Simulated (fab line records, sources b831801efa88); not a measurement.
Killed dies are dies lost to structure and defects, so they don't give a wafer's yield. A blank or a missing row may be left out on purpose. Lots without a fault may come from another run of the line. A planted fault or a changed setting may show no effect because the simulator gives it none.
Which tool did it? | flow sky130 | 12 lots, 36 wafers sampled, at 2 steps of a route of 708

WHAT THE GAUGES READ, wafer by wafer
SKY_SONOS_TUNNEL_TW_MEAS_12.
lot  | measured     | on            | SONOS_TUNNEL_TW
L075 | day 11 21:27 | film_metro-04 | 198.4 196.7 197.8
L077 | day 12 08:37 | film_metro-01 | 194.4 194.0 194.8
L079 | day 12 20:42 | film_metro-04 | 197.7 196.5 196.6
L081 | day 13 14:29 | film_metro-03 | 197.8 198.6 197.6
L083 | day 14 05:02 | film_metro-03 | 198.3 198.9 199.2
L085 | day 14 20:06 | film_metro-04 | 198.4 197.6 197.7
L087 | day 15 14:39 | film_metro-01 | 195.8 195.0 194.4
L089 | day 16 11:50 | film_metro-03 | 196.7 197.1 197.5
L091 | day 16 18:47 | film_metro-03 | 196.5 197.3 197.1
L093 | day 17 14:36 | film_metro-04 | 197.7 198.8 197.8
L095 | day 18 03:05 | film_metro-04 | 197.9 196.9 196.3
L097 | day 18 21:28 | film_metro-04 | 198.3 196.8 195.5

WHICH TOOL RAN EACH LOT (tool, then ch and the chambers of the sampled wafers, then the start)
lot  | SKY_DNWELL_STRIP_08
L075 | plasma_asher-02 ch 0, day 3 08:41
L077 | plasma_asher-04 ch 0,1, day 3 20:52
L079 | plasma_asher-02 ch 0,1, day 4 06:13
L081 | plasma_asher-01 ch 1, day 4 17:31
L083 | plasma_asher-02 ch 0,1, day 5 04:37
L085 | plasma_asher-04 ch 1, day 5 14:41
L087 | plasma_asher-01 ch 0,1, day 6 02:19
L089 | plasma_asher-01 ch 0,1, day 6 15:13
L091 | plasma_asher-01 ch 0,1, day 6 23:13
L093 | plasma_asher-02 ch 0,1, day 7 11:01
L095 | plasma_asher-01 ch 0,1, day 7 20:19
L097 | plasma_asher-02 ch 0,1, day 8 09:39
- SKY_DNWELL_STRIP_08: strips in O2/N2.

THE ANSWER, worked out from the rows above alone
Rule: what is usual is taken from the lots themselves. Put in order of their means at a reading, lots are off if they are a third of the lots or fewer, leave a main group of 4 or more, and stand apart from it by a gap of 3 or more times the standard deviation of the main group's means; of several such gaps the widest counts. A main group whose means are all the same, to the digits that the tables above print for the reading, isn't used. A lot without any number at a reading at which 4 lots or more have one is off too. The other lots that the step has rows for count as sound.
No lot is off at any reading shown: from this, nothing can be told.

WHAT THE SIMULATOR HAD PUT IN
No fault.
